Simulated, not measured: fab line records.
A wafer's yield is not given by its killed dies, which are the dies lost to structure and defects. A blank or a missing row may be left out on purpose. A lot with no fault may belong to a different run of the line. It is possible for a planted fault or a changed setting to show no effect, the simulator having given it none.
Which of the tools did it? + flow sky130 + 13 lots (39 wafers sampled), 1 step of a 708-step route

== WHAT THE GAUGES SHOWED, per wafer ==
SKY_SD_P_OVL_MEAS_08.
| lot  | measured     | on         | SD_P_OVL (nm)  |
|------|--------------|------------|----------------|
| L552 | day 26 02:34 | overlay-02 | 2.3 2.8 2.3    |
| L554 | day 26 12:13 | overlay-01 | 1.4 0.7 1.7    |
| L555 | day 26 16:49 | overlay-02 | 1.4 0.2 2.7    |
| L557 | day 27 08:48 | overlay-01 | -0.7 -0.4 1.6  |
| L558 | day 27 21:10 | overlay-01 | 1.0 -0.1 -0.2  |
| L559 | day 28 06:45 | overlay-02 | -1.4 -2.3 -0.2 |
| L564 | day 30 00:41 | overlay-01 | 0.3 -1.9 0.7   |
| L565 | day 30 09:24 | overlay-02 | 0.1 0.4 1.0    |
| L566 | day 30 14:14 | overlay-01 | 1.7 0.8 -0.4   |
| L567 | day 30 20:31 | overlay-02 | 1.3 0.4 -0.3   |
| L568 | day 31 02:53 | overlay-02 | -0.8 0.5 1.6   |
| L570 | day 31 20:56 | overlay-01 | 2.0 1.3 2.2    |
| L574 | day 33 16:40 | overlay-02 | 0.2 -0.1 -0.4  |

== EACH LOT AND THE TOOL THAT RAN IT (in order: tool; ch and the chambers of the sampled wafers; start) ==
The record holds no process step before these readings.

== WHAT THE TOOLS THEMSELVES READ (means of the sampled wafers that have a number; where no wafer has one, the mark that the record gives instead) ==
The record holds no such reading with a usual standard deviation.

== THE ANSWER, worked out from the rows above alone ==
Rule: what is usual is taken from the lots themselves. The widest of any qualifying gaps counts: lots, ordered by their means at a reading, are off when they make up no more than a third of the lots, leave a main group of 4 or more, and stand apart from it by 3 or more times the standard deviation of that group's means. A main group whose means are all the same, to the digits that the tables above print for the reading, isn't used. Also off: a lot with no number at a reading for which 4 or more lots have one. The other lots that the step has rows for count as sound. Order of review: gauges by route order, followed by the tools' own readings, for which a lot's mean as printed above is used. The first step at which some lot is off is used, and at that step the reading that is off furthest; a lot without a number counts as furthest.
None of the lots is off at any reading shown; this tells nothing.

== WHAT THE SIMULATOR PUT IN ==
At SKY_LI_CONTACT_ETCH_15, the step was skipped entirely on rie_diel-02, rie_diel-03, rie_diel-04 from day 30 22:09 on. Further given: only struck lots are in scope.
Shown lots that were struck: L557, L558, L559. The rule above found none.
